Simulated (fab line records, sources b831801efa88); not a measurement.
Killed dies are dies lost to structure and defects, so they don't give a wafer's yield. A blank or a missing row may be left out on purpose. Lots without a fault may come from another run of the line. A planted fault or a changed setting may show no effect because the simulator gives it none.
fab line records | flow sky130
record lots=6 wafers=18 last_day=50
route steps=708 shown LI_CONTACT@369
lots that met no fault: from a run of the same line without faults
start_h: hours from the record's first day to the start of the lot's first wafer shown | wait_h: hours since the lot's step before | " the same as in the row above | L1.1+2: a row that stands for several wafers | - no value, or no start given | * or withheld: withheld | < > ~ a bound
route shown NAME@n: a module of which the file shows steps, and the number in the route of the first | usual: mean/standard deviation of fault-free wafers | same: alike in all rows | chamber/n: place in a boat | sites: the reading at each site | _std_site: their standard deviation | _edge_site: outer sites' mean less inner sites' | radius_mm: how far each site lies from the wafer's centre | mask NAME#n: copy n | behind: the tool/chamber that last shaped the wafer | hold: why the lot was held/for how many hours/how that ended | device: the transistor (n, p or np) that didn't switch | end of line: the same wafers' tests at the end of the route | a step without rows: its recipe alone | killed: dies lost to structure and defects at the first sort, not the wafer's yield | map: a wafer's dies, x killed, . not, _ none there
set.NAME: the setting as run; set.NAME@STEP: as run at that earlier step | model.NAME: the simulator's own value behind a step, which no gauge read
lots at some steps of the route; a table a step, a row a wafer
services: from which hour (start_h, from the record's first day; less than 0 if before it) a tool's chamber was out of use, for how many hours, and why
## steps
# step SKY_LI_CONTACT_COAT_07
# recipe resist=KrF-thick spin_rpm=3000 resist_thk_nm=450
# step SKY_LI_CONTACT_SOFTBAKE_08
# recipe temp_c=100 time_s=90 resist=KrF-thick
# step SKY_LI_CONTACT_EXPOSE_09
# recipe mask_id=LICM1 na=0.8 source_shape=annular sigma_inner=0.55 sigma_outer=0.85 target_cd_nm=170 dose_mj=38
# step SKY_LI_CONTACT_PEB_10
# recipe peb_temp_c=withheld peb_time_s=withheld resist=KrF-thick
# step SKY_LI_CONTACT_DEVELOP_11
# recipe develop_time_s=60 resist=KrF-thick dev_temp_c=21
# step SKY_LI_CONTACT_CD_MEAS_12
# recipe target_cd_nm=170
# usual cd_nm=169.9/1.6
# columns lot.wafer tool chamber start_h wait_h cd_nm
L952.1 cd_sem-02 - 760.61 - 172.8
L952.4 " - " " 172.9
L952.6 " - " " 172.5
L957.2 cd_sem-02 - 799.41 - 170.8
L957.4 " - " " 171.4
L957.6 " - " " 168.5
L959.2 cd_sem-01 - 816.73 - 170.3
L959.3 " - " " 168.4
L959.4 " - " " 168.4
L960.1 cd_sem-02 - 822.16 - 170.8
L960.2 " - " " 170.8
L960.5 " - " " 171.3
L961.1 cd_sem-02 - 831.06 - 166.3
L961.4 " - " " 167.0
L961.6 " - " " 167.4
L964.3 cd_sem-01 - 846.45 - 169.1
L964.5 " - " " 169.1
L964.6 " - " " 170.3
# step SKY_LI_CONTACT_OVL_MEAS_13
# usual LI_CONTACT_OVL=-4/5.7
# columns lot.wafer tool chamber start_h wait_h LI_CONTACT_OVL[nm]
L952.1 overlay-02 - 760.73 0.1 -8
L952.4 " - " " -1
L952.6 " - " " -3
L957.2 overlay-02 - 799.52 0.1 -8
L957.4 " - " " -6
L957.6 " - " " -7
L959.2 overlay-02 - 816.83 0.1 -11
L959.3 " - " " -4
L959.4 " - " " -8
L960.1 overlay-02 - 822.28 0.1 -9
L960.2 " - " " -6
L960.5 " - " " -9
L961.1 overlay-01 - 831.18 0.1 4
L961.4 " - " " -1
L961.6 " - " " -5
L964.3 overlay-02 - 846.54 0.1 -17
L964.5 " - " " -18
L964.6 " - " " -10
# step SKY_LI_CONTACT_ETCH_14
# recipe chemistry=N2/H2 target=BARC ion_energy_ev=200 source_w=500 bias_w=100 pressure_mtorr=30 n2_flow_sccm=100 h2_flow_sccm=200 stop_on=SiO2 time_s=45.9 target_depth_a=600
# usual drypump_motor_current_A=5.7/0.48 oes_product_au=0.854/0.0048 throttle_valve_pct=13.228/0.0088
# columns lot.wafer tool chamber start_h wait_h drypump_motor_current_A oes_product_au rf_hours_counter_h throttle_valve_pct
L952.1 rie_diel-03 1 760.76 0.0 6.4 0.856 9 13.234
L952.4 " 0 " " 6.1 0.860 4 13.236
L952.6 " 3 " " 5.5 0.863 - 13.232
L957.2 rie_diel-04 0 799.55 0.0 5.0 0.851 9 13.235
L957.4 " 3 " " 5.8 0.853 1 13.233
L957.6 " 1 " " 5.9 0.857 - 13.238
L959.2 rie_diel-04 0 816.86 0.0 5.0 0.854 9 13.227
L959.3 " 1 " " 5.9 0.851 16 13.223
L959.4 " 2 " " 6.0 0.849 5 13.227
L960.1 rie_diel-04 1 822.31 0.0 5.9 0.865 16 13.215
L960.2 " 0 " " 5.0 0.858 9 13.230
L960.5 " 2 " " 6.0 0.864 - 13.220
L961.1 rie_diel-03 0 831.22 0.0 6.1 0.851 5 13.227
L961.4 " 3 " " 5.5 0.863 21 13.234
L961.6 " 0 " " 6.1 0.849 - 13.235
L964.3 rie_diel-01 3 846.57 0.0 4.9 0.850 13 13.217
L964.5 " 0 " " 6.4 0.854 - 13.239
L964.6 " 3 " " 4.9 0.850 - 13.217
# step SKY_LI_CONTACT_ETCH_15
# recipe target=PSG chemistry=C4F8/O2/Ar stop_on=Si taper_deg=4.15 mask_material=KrF-thick source_w=1500 bias_w=1200 pressure_mtorr=40 c4f8_flow_sccm=withheld O2_flow_sccm=6 Ar_flow_sccm=300 time_s=withheld target_depth_a=6000
# usual oes_product_au=0.837/0.0045
# columns lot.wafer tool chamber start_h wait_h oes_product_au
L952.1 rie_diel-03 1 760.81 0.0 0.837
L952.4 " 0 " " 0.840
L952.6 " 3 " " 0.841
L957.2 rie_diel-04 0 799.59 0.0 0.835
L957.4 " 3 " " 0.835
L957.6 " 1 " " 0.843
L959.2 rie_diel-04 0 816.91 0.0 0.836
L959.3 " 1 " " 0.834
L959.4 " 2 " " 0.839
L960.1 rie_diel-04 1 822.36 0.0 0.841
L960.2 " 0 " " 0.840
L960.5 " 2 " " 0.841
L961.1 rie_diel-03 0 831.26 0.0 0.835
L961.4 " 3 " " 0.827
L961.6 " 0 " " 0.834
L964.3 rie_diel-01 3 846.61 0.0 0.839
L964.5 " 0 " " 0.844
L964.6 " 3 " " 0.843
# step SKY_LI_CONTACT_STRIP_16
# recipe chemistry=O2/N2 power_w=1400 pressure_mtorr=1500 platen_temp_c=withheld o2_flow_sccm=3000 n2_flow_sccm=300 overash_fraction=0.5
# usual drypump_motor_current_A=6.20/0.27 oes_product_au=0.374/0.0044 strip_time_to_endpoint_s=3.48/0.036
# same overash_fraction=0.5
# columns lot.wafer tool chamber start_h wait_h drypump_motor_current_A oes_product_au rf_hours_counter_h strip_time_to_endpoint_s
L952.1 plasma_asher-04 1 760.89 - 6.24 0.375 64 3.47
L952.4 " 1 " " 6.24 0.374 - 3.53
L952.6 " 0 " " 6.38 0.368 - 3.51
L957.2 plasma_asher-02 1 799.68 - 6.52 0.371 6 3.50
L957.4 " 1 " " 6.50 0.379 - 3.47
L957.6 " 1 " " 6.52 0.376 - 3.56
L959.2 plasma_asher-04 0 816.99 - 6.36 0.370 70 3.44
L959.3 " 0 " " 6.36 0.373 - 3.52
L959.4 " 1 " " 6.25 0.379 - 3.46
L960.1 plasma_asher-01 0 822.44 - 5.85 0.381 102 3.52
L960.2 " 1 " " 6.37 0.374 102 3.48
L960.5 " 1 " " 6.37 0.374 - 3.46
L961.1 plasma_asher-01 0 831.34 - 5.80 0.374 104 3.55
L961.4 " 0 " " 5.81 0.378 - 3.52
L961.6 " 0 " " 5.81 0.372 - 3.57
L964.3 plasma_asher-04 0 846.73 - 6.33 0.372 - 3.53
L964.5 " 0 " " 6.34 0.380 - 3.54
L964.6 " 1 " " 6.28 0.372 - 3.52
# step SKY_LI_CONTACT_CLEAN_17
# recipe chemistry=NMP time_s=600 temp_c=60 dry=n2_spin
# step SKY_LI_CONTACT_PRE_CLEAN_18
# recipe gas=Ar time_s=5.6 bias_v=358
# step SKY_LI_CONTACT_SPUTTER_19
# recipe material=Ti target_thk_nm=20 chamber_pressure_pa=5 power_w=2500 substrate_temp_c=200 time_s=106.37
# usual throttle_valve_pct=30.4/1.4
# columns lot.wafer tool chamber start_h wait_h throttle_valve_pct model.Ti_of_LI_CONTACT_SPUTTER_19.thk_nm
L952.1 pvd_sputter-04 - 761.19 0.0 32.0 20.04
L952.4 " - " " 29.0 19.64
L952.6 " - " " 31.9 19.98
L957.2 pvd_sputter-04 - 799.97 0.0 31.8 20.33
L957.4 " - " " 29.3 19.9
L957.6 " - " " 33.1 31.3
L959.2 pvd_sputter-04 - 817.29 0.0 33.0 30.6
L959.3 " - " " 29.1 19.41
L959.4 " - " " 29.1 19.8
L960.1 pvd_sputter-03 - 822.74 0.0 29.9 20.58
L960.2 " - " " 31.9 20.32
L960.5 " - " " 31.1 20.53
L961.1 pvd_sputter-01 - 831.65 0.0 30.8 19.94
L961.4 " - " " 30.4 19.97
L961.6 " - " " 29.2 20.28
L964.3 pvd_sputter-01 - 847.00 0.0 30.9 19.86
L964.5 " - " " 30.9 19.97
L964.6 " - " " 28.6 20.25
# step SKY_LI_CONTACT_SPUTTER_20
# recipe material=TiN target_thk_nm=20 chamber_pressure_pa=5 power_w=4000 time_s=80
# usual throttle_valve_pct=30.4/1.4
# columns lot.wafer tool chamber start_h wait_h throttle_valve_pct
L952.1 pvd_sputter-04 - 761.26 0.0 32.0
L952.4 " - " " 29.5
L952.6 " - " " 32.0
L957.2 pvd_sputter-04 - 800.05 0.0 32.2
L957.4 " - " " 29.4
L957.6 " - " " 33.3
L959.2 pvd_sputter-04 - 817.36 0.0 33.1
L959.3 " - " " 29.5
L959.4 " - " " 29.2
L960.1 pvd_sputter-03 - 822.81 0.0 29.6
L960.2 " - " " 31.8
L960.5 " - " " 30.9
L961.1 pvd_sputter-01 - 831.73 0.0 31.0
L961.4 " - " " 29.9
L961.6 " - " " 28.9
L964.3 pvd_sputter-01 - 847.08 0.0 31.1
L964.5 " - " " 31.0
L964.6 " - " " 28.7
## services
# columns tool chamber start_h hours kind
rie_diel-04 1 737.34 2.4 repair
rie_diel-04 3 739.74 - clean
rie_diel-04 3 739.74 15.5 scheduled_down
rie_diel-04 3 739.74 15.5 vent_cycle
plasma_asher-02 0 742.75 - clean
plasma_asher-02 1 742.75 - clean
rie_diel-01 0 748.85 11.4 repair
rie_diel-01 2 751.81 3.0 repair
rie_diel-01 2 762.22 52.3 repair
rie_diel-03 - 764.97 38.8 repair
pvd_sputter-01 - 765.70 12.3 repair
rie_diel-01 3 772.81 12.5 repair
rie_diel-03 2 774.71 6.1 repair
rie_diel-01 0 775.66 3.3 repair
pvd_sputter-01 - 781.16 50.1 repair
rie_diel-01 0 798.87 4.5 repair
rie_diel-01 1 807.07 13.0 repair
pvd_sputter-01 - 812.53 1.7 repair
rie_diel-03 - 819.74 2.8 pm
plasma_asher-02 - 821.65 11.7 repair
plasma_asher-02 - 833.31 14.6 pm
rie_diel-04 0 837.38 3.6 repair
## key
first_sign none at tools or gauges
model_effect step=SKY_LI_CONTACT_SPUTTER_19 value=Ti_of_LI_CONTACT_SPUTTER_19.thk_nm without=19.74 struck=30.95
met_at SKY_LI_CONTACT_SPUTTER_19
struck_wafers L957.6,L959.2
tester_left_out L957,L959
fault kind=process_parameter_drift tool=pvd_sputter-04 chamber=- onset_h=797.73 steps=SKY_LI_CONTACT_SPUTTER_19 channel=target_thk_nm offset=11.206 shape=step end_h=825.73 acts_in=these_recipes_only stated=20 scope=struck_wafers_only
# tester_left_out: of these lots the tester's yield and bins aren't shown, on N5 and GAA mostly nor the transistor test; their killed dies are dies lost to structure and defects alone, not to doping, threshold or leakage, so they don't give the yield
